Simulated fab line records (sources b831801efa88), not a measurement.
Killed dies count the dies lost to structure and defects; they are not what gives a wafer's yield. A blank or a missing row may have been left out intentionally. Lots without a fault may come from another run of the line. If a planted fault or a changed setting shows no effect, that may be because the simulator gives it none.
fab line records	flow sky130	part 2 of 2: steps 24 to 33 of 33
record: lots: 5	wafers: 15	lastDay: 49
route steps=708 shown LDD_LDN@300 SPACER@304 POLY_CUT@307 SD_P@320 RES_XHIGH@332
lots that met no fault: from a run of the same line without faults
startH: hours from the record's opening day to when the first of the lot's shown wafers began	waitH: hours from the lot's prior step to this one	" unchanged from the row above	L1.1+2: one row covering several wafers at once	- either no value or no given start	* or withheld: withheld	< > ~ a bound
route shown NAME@n: NAME is a module with steps in the file, n the number in the route of the first one	usual: the fault-free wafers' mean and standard deviation	same: alike in all rows	chamber/n: place in a boat	sites: each site's reading	_std_site: the values' standard deviation	_edge_site: outer sites' mean less inner sites'	radiusMm: for every site, how far away it sits from the centre of the wafer	mask NAME#n: copy n	behind: the tool/chamber that last shaped the wafer	hold: why the lot went on hold/how many hours it stayed there/how the hold came to an end	device: which transistor (n, p or np) failed to switch	end of line: tests of these same wafers at the route's end	for a step that has no rows: nothing shown but its recipe	killed: count of dies lost to structure and defects at first sort (not the wafer's yield)	map: shows each die of a wafer: x if killed, . if not, _ if none is there
set.NAME: the setting the step ran with; set.NAME@STEP: the setting that earlier step ran with	model.NAME: the simulator's own value behind a step, which no gauge read
certain route steps with their lots: each step a table, each wafer a row
services: from which hour (startH, from the record's first day; less than 0 if before it) a tool's chamber was out of use, for how many hours, and why
== steps ==
step: SKY_SD_P_SOFTBAKE_03
recipe: tempC: 90	timeS: 60	resist: NOVOLAK
usual: exhaustPa: 45.0/0.84
lot.wafer	tool	chamber	startH	waitH	exhaustPa
L080.1	lithoTrack-03	0	632.08	0.1	42.9
L080.3	"	0	"	"	45.6
L080.5	"	0	"	"	44.2
L081.1	lithoTrack-01	0	633.30	0.1	45.4
L081.3	"	0	"	"	44.9
L081.4	"	0	"	"	44.6
L084.3	lithoTrack-03	0	652.48	0.1	45.2
L084.5	"	0	"	"	46.9
L084.6	"	0	"	"	44.9
L087.1	lithoTrack-04	0	672.49	0.1	44.2
L087.5	"	0	"	"	44.2
L087.6	"	0	"	"	43.8
L091.1	lithoTrack-04	0	729.39	0.1	45.4
L091.4	"	0	"	"	46.0
L091.6	"	0	"	"	44.8
step: SKY_SD_P_EXPOSE_04
recipe: maskId: PSDM	na: 0.6	sourceShape: conventional	sigmaOuter: 0.6	polarization: unpolarized	targetCdNm: 380	doseMj: 138
usual: focusOffsetNm: -0.1/0.49	reticleTempC: 22.98/0.1
same: na: 0.6
lot.wafer	tool	chamber	startH	waitH	mask	focusOffsetNm	reticleTempC
L080.1	ilineStepper-02	0	-	-	PSDM#0	0.0	22.95
L080.3	"	0	"	"	PSDM#0	-0.2	22.83
L080.5	"	0	"	"	PSDM#0	-0.4	23.01
L081.1	ilineStepper-02	0	-	-	PSDM#0	-0.3	22.91
L081.3	"	0	"	"	PSDM#0	-0.2	22.74
L081.4	"	0	"	"	PSDM#0	0.5	22.71
L084.3	ilineStepper-01	0	-	-	PSDM#0	-0.1	23.18
L084.5	"	0	"	"	PSDM#0	0.4	22.96
L084.6	"	0	"	"	PSDM#0	-0.1	23.14
L087.1	ilineStepper-01	0	-	-	PSDM#0	-0.4	22.89
L087.5	"	0	"	"	PSDM#0	-0.2	22.86
L087.6	"	0	"	"	PSDM#0	-0.2	23.00
L091.1	ilineStepper-02	0	-	-	PSDM#0	0.3	22.83
L091.4	"	0	"	"	PSDM#0	0.2	22.91
L091.6	"	0	"	"	PSDM#0	0.5	23.00
step: SKY_SD_P_PEB_05
recipe: tempC: withheld	timeS: *	resist: NOVOLAK
usual: exhaustPa: 45.1/0.9
lot.wafer	tool	chamber	startH	waitH	exhaustPa
L080.1	lithoTrack-01	0	-	-	45.9
L080.3	"	0	"	"	45.7
L080.5	"	0	"	"	45.8
L081.1	lithoTrack-01	0	-	-	46.1
L081.3	"	0	"	"	43.4
L081.4	"	0	"	"	44.4
L084.3	lithoTrack-04	0	-	-	44.0
L084.5	"	0	"	"	44.9
L084.6	"	0	"	"	43.5
L087.1	lithoTrack-03	0	-	-	44.0
L087.5	"	0	"	"	45.6
L087.6	"	0	"	"	45.8
L091.1	lithoTrack-01	0	-	-	44.9
L091.4	"	0	"	"	45.5
L091.6	"	0	"	"	45.5
step: SKY_SD_P_DEVELOP_06
recipe: resist: NOVOLAK	developer: TMAH	developTimeS: 60	devTempC: 23
usual: developerTempC: 22.99/0.1	exhaustPa: 45.0/0.95
lot.wafer	tool	chamber	startH	waitH	developerTempC	exhaustPa
L080.1	lithoTrack-01	0	645.90	0.1	23.03	45.2
L080.3	"	0	"	"	23.08	44.6
L080.5	"	0	"	"	23.11	46.6
L081.1	lithoTrack-01	0	647.15	0.1	23.07	46.8
L081.3	"	0	"	"	23.02	45.2
L081.4	"	0	"	"	23.01	46.4
L084.3	lithoTrack-04	0	665.99	0.1	22.83	42.7
L084.5	"	0	"	"	22.92	43.9
L084.6	"	0	"	"	22.97	43.4
L087.1	lithoTrack-03	0	685.63	0.1	23.06	46.9
L087.5	"	0	"	"	23.32	47.1
L087.6	"	0	"	"	23.08	46.7
L091.1	lithoTrack-01	0	742.45	0.1	23.04	45.0
L091.4	"	0	"	"	23.09	44.2
L091.6	"	0	"	"	22.99	44.6
step: SKY_SD_P_CD_MEAS_07
recipe: targetCdNm: 380
usual: cdNm: 379.5/2.4
lot.wafer	tool	chamber	startH	waitH	cdNm
L080.1	cdSem-01	-	646.05	0.1	379.1
L080.3	"	-	"	"	378.3
L080.5	"	-	"	"	380.3
L081.1	cdSem-02	-	647.30	0.1	380.4
L081.3	"	-	"	"	381.0
L081.4	"	-	"	"	382.1
L084.3	cdSem-01	-	666.13	0.1	382.1
L084.5	"	-	"	"	380.9
L084.6	"	-	"	"	380.9
L087.1	cdSem-01	-	685.78	0.1	378.7
L087.5	"	-	"	"	381.7
L087.6	"	-	"	"	380.2
L091.1	cdSem-02	-	742.60	0.1	377.7
L091.4	"	-	"	"	378.5
L091.6	"	-	"	"	379.9
step: SKY_SD_P_OVL_MEAS_08
usual: SD_P_OVL: -0.2/1.2
lot.wafer	tool	chamber	startH	waitH	SD_P_OVL[nm]
L080.1	overlay-01	-	646.17	0.1	0.9
L080.3	"	-	"	"	-0.3
L080.5	"	-	"	"	0.0
L081.1	overlay-02	-	647.42	0.1	-0.5
L081.3	"	-	"	"	1.6
L081.4	"	-	"	"	-0.7
L084.3	overlay-01	-	666.23	0.1	-0.5
L084.5	"	-	"	"	-0.1
L084.6	"	-	"	"	-1.0
L087.1	overlay-02	-	685.90	0.1	0.7
L087.5	"	-	"	"	-0.5
L087.6	"	-	"	"	1.5
L091.1	overlay-01	-	742.72	0.1	-1.3
L091.4	"	-	"	"	-0.1
L091.6	"	-	"	"	0.0
step: SKY_SD_P_IMPLANT_09
recipe: species: BF2	energyKev: 20	doseCm2: 3e+15	tiltDeg: 0
lot.wafer	tool	chamber	startH	waitH
L080.1+3+5	implanter-01	0	646.21	0.0
L081.1+3+4	implanter-04	0	647.46	0.0
L084.3+5+6	implanter-02	0	666.30	0.1
L087.1+5+6	implanter-04	0	685.94	0.0
L091.1+4+6	implanter-02	0	742.76	0.0
step: SKY_SD_P_STRIP_10
recipe: chemistry: O2/N2	powerW: 1400	pressureMtorr: 1500	platenTempC: withheld	o2FlowSccm: 3000	n2FlowSccm: 300	overashFraction: 0.5
usual: drypumpMotorCurrentA: 5.7/0.53	o2FlowSccm: 3000/9.9	oesProductAu: 0.617/0.0047	stripTimeToEndpointS: 17.50/0.044
lot.wafer	tool	chamber	startH	waitH	drypumpMotorCurrentA	o2FlowSccm	oesProductAu	rfHoursCounterH	stripTimeToEndpointS
L080.1	plasmaAsher-02	0	646.36	0.1	5.1	3017	0.611	50	17.55
L080.3	"	0	"	"	5.1	3013	0.622	-	17.53
L080.5	"	1	"	"	5.8	2981	0.620	-	17.51
L081.1	plasmaAsher-04	1	647.61	0.1	5.5	2985	0.611	83	17.53
L081.3	"	1	"	"	5.5	2997	0.627	-	17.50
L081.4	"	0	"	"	6.4	3003	0.615	-	17.53
L084.3	plasmaAsher-02	1	666.43	0.1	5.7	3008	0.618	-	17.45
L084.5	"	1	"	"	5.8	3000	0.618	-	17.41
L084.6	"	0	"	"	5.1	2990	0.627	-	17.40
L087.1	plasmaAsher-02	1	686.09	0.1	5.8	3007	0.611	53	17.55
L087.5	"	0	"	"	5.1	3016	0.621	-	17.57
L087.6	"	1	"	"	5.8	2995	0.625	-	17.53
L091.1	plasmaAsher-01	0	742.91	0.1	5.0	2991	0.626	29	17.53
L091.4	"	0	"	"	5.0	3007	0.614	-	17.51
L091.6	"	1	"	"	6.4	3006	0.621	-	17.50
step: SKY_SD_P_TW_MEAS_11
usual: SD_P_TW: 2830/35
lot.wafer	tool	chamber	startH	waitH	SD_P_TW
L080.1	filmMetro-02	-	646.46	0.1	2860
L080.3	"	-	"	"	2865
L080.5	"	-	"	"	2865
L081.1	filmMetro-02	-	647.71	0.1	2868
L081.3	"	-	"	"	2857
L081.4	"	-	"	"	2878
L084.3	filmMetro-03	-	666.52	0.1	2802
L084.5	"	-	"	"	2790
L084.6	"	-	"	"	2803
L087.1	filmMetro-03	-	686.19	0.1	2780
L087.5	"	-	"	"	2800
L087.6	"	-	"	"	2804
L091.1	filmMetro-02	-	743.01	0.1	2864
L091.4	"	-	"	"	2866
L091.6	"	-	"	"	2852
step: SKY_RES_XHIGH_DEHYDRATE_00
recipe: tempC: 200	timeS: 60
usual: exhaustPa: 45.0/0.86
lot.wafer	tool	chamber	startH	waitH	exhaustPa
L080.1	lithoTrack-02	0	660.42	14.0	44.7
L080.3	"	0	"	"	44.3
L080.5	"	0	"	"	43.7
L081.1	lithoTrack-01	0	661.95	14.2	42.3
L081.3	"	0	"	"	44.6
L081.4	"	0	"	"	44.3
L084.3	lithoTrack-03	0	679.93	13.4	44.4
L084.5	"	0	"	"	44.2
L084.6	"	0	"	"	44.5
L087.1	lithoTrack-01	0	699.20	13.0	44.3
L087.5	"	0	"	"	45.4
L087.6	"	0	"	"	45.0
L091.1	lithoTrack-03	0	756.18	13.2	45.3
L091.4	"	0	"	"	45.1
L091.6	"	0	"	"	45.0
== services ==
tool	chamber	startH	hours	kind
plasmaAsher-02	-	562.79	19.4	pm
krfScanner-01	-	563.43	0.8	pm
plasmaAsher-01	-	576.01	14.6	pm
krfScanner-01	-	589.99	1.0	pm
implanter-04	-	593.25	0.5	repair
ilineStepper-02	-	618.20	9.8	repair
rieDiel-04	3	631.25	4.8	repair
krfScanner-01	-	638.51	1.3	pm
plasmaAsher-02	-	640.53	1.0	repair
rieDiel-04	3	641.04	4.5	repair
rieDiel-02	2	657.01	15.1	repair
implanter-01	-	668.81	2.7	pm
plasmaAsher-01	-	683.63	1.3	repair
ilineStepper-02	-	688.25	2.1	pm
implanter-01	-	719.84	5.7	repair
krfScanner-01	-	725.19	2.2	repair
krfScanner-01	-	732.23	0.8	pm
plasmaAsher-03	-	733.75	9.0	pm
krfScanner-01	-	736.80	2.0	repair
ilineStepper-02	-	737.85	1.4	repair
krfScanner-01	-	745.02	2.7	repair
rieDiel-04	-	745.92	2.8	pm
implanter-04	-	749.05	4.1	pm
plasmaAsher-01	-	755.65	2.3	repair
